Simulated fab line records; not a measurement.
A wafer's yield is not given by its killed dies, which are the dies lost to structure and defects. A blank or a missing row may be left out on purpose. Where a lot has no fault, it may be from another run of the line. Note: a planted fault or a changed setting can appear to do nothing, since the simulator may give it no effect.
Code-filled problem report in 8D (eight disciplines) form + flow sky130 + the parts of the form that need people (team, actions taken, sign-off) are left out

== 1. WHAT IS WRONG ==
Across 6 wafers from 2 lots, POLY_GATE_OXIDATION_THK at SKY_POLY_GATE_THK_MEAS_21 averages 2.11 nm, while fault-free wafers read 3.99 nm with a standard deviation of 0.07. Relative to the usual mean, that is a shift of -27 standard deviations.
The first sign was on wafer L424.1 at day 22 16:29, on film metro-02. The record has a number at this step for 33 wafers belonging to 11 lots. The rule behind "out" and "out of limits": a value lying over 4 standard deviations away from the usual mean. The rest of the wafers with a number are treated as sound.

== 2. WHAT THIS IS AND IS NOT ==
| question                    | is                      | is not                                                                          |
|-----------------------------|-------------------------|---------------------------------------------------------------------------------|
| which readings at this step | POLY_GATE_OXIDATION_THK | -                                                                               |
| which lots                  | L424, L425              | L408, L409, L410, L411, L414, L418, L428, L429, L430                            |
| which wafers of those lots  | all that have a number  | -                                                                               |
| read on which gauges        | film metro-02           | film metro-01, film metro-03                                                    |
| when                        | from day 22 16:29       | up to then (18 sound wafers); but 9 sound wafers of L428, L429, L430 came after |

== 3. THE SUSPECTS, EACH WITH WHAT RULES IT OUT ==
Counting: any tool at a process step up to the reading is kept as a suspect provided that every lot that is out went through it and no sound lot did after the first of them.
- ruled out: the gauge at SKY_POLY_GATE_THK_MEAS_21. All the wafers that are out were read on film metro-02, but those of them that SKY_POLY_GATE_OXIDATION_20 has rows for are out there too, on other tools.
- furnace-02 at SKY_POLY_GATE_OXIDATION_20 (stabilise 600 s, purge 300 s, target thk 4 nm): kept. Every lot that is out went through it, starting with L424 (day 22 15:14), and after that it ran no sound lot; the last sound lot it ran before then is L411 (day 17 20:37). Its own spike tc bottom C, spike tc centre C, spike tc lower C, spike tc top C, spike tc upper C, tube center temp C, tube_center_temp_C_max, zone power bottom pct readings are out on those wafers.
After counting, what remains is furnace-02 at SKY_POLY_GATE_OXIDATION_20.

== 4. THE CAUSE (what the simulator had put in) ==
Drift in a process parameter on furnace-02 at SKY_POLY_GATE_OXIDATION_20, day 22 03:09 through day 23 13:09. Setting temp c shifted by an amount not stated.
Only this tool survived the counting.

== 5. THE CHAIN OF EFFECTS, in route order ==
Each row: a reading where the mean over the struck wafers with a number is more than 3 standard deviations away from the usual. Readings are gone through only where the record gives a usual standard deviation; hours: the median, over the lots, of the time from a lot's start at the first step in this table giving one to that lot's start at this step; sigmas: the change measured in usual standard deviations.
| hours | step                       | reading                 | usual   | on struck wafers | change | sigmas      |
|-------|----------------------------|-------------------------|---------|------------------|--------|-------------|
| 0     | SKY_POLY_GATE_OXIDATION_20 | spike tc bottom C       | 866.4 C | 825.0            | -41.4  | -16         |
| 0     | SKY_POLY_GATE_OXIDATION_20 | spike tc centre C       | 850.3 C | 805.1            | -45.2  | -45         |
| 0     | SKY_POLY_GATE_OXIDATION_20 | spike tc lower C        | 850.9 C | 804.5            | -46.4  | -47         |
| 0     | SKY_POLY_GATE_OXIDATION_20 | spike tc top C          | 860.4 C | 812.2            | -48.2  | -20         |
| 0     | SKY_POLY_GATE_OXIDATION_20 | spike tc upper C        | 848.8 C | 802.4            | -46.4  | -39         |
| 0     | SKY_POLY_GATE_OXIDATION_20 | tube center temp C      | 850 C   | 805              | -45    | -99 or more |
| 0     | SKY_POLY_GATE_OXIDATION_20 | tube_center_temp_C_max  | 852.1   | 806.5            | -45.6  | -99 or more |
| 0     | SKY_POLY_GATE_OXIDATION_20 | zone power bottom pct   | 24.8 %  | 22.4             | -2.4   | -5.7        |
| 1     | SKY_POLY_GATE_THK_MEAS_21  | POLY_GATE_OXIDATION_THK | 3.99 nm | 2.11             | -1.88  | -27         |
Process steps it contains:
- SKY_POLY_GATE_OXIDATION_20: stabilise 600 s, purge 300 s, target thk 4 nm.
Later steps that measure or inspect, where all struck wafers having a row at the step show a number for every such reading and not one has moved that far: SKY_METAL1_CD_MEAS_15.

== 6. HOW IT WOULD HAVE BEEN CAUGHT EARLIER ==
In this record the first reading out of limits at a measuring or inspecting step was taken at day 22 16:29, 13 hours after the fault began at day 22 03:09.
The tool's own readings at SKY_POLY_GATE_OXIDATION_20 were out on every struck wafer that the step has a row for (spike tc bottom C, spike tc centre C, spike tc lower C, spike tc top C, spike tc upper C, tube center temp C, tube_center_temp_C_max, zone power bottom pct): an alarm limit on them would have fired on the first of those.
Among the 2 lots that are out, L425 began SKY_POLY_GATE_OXIDATION_20 on furnace-02 after day 22 16:29. Had the tool been put on hold then, it would have been spared.
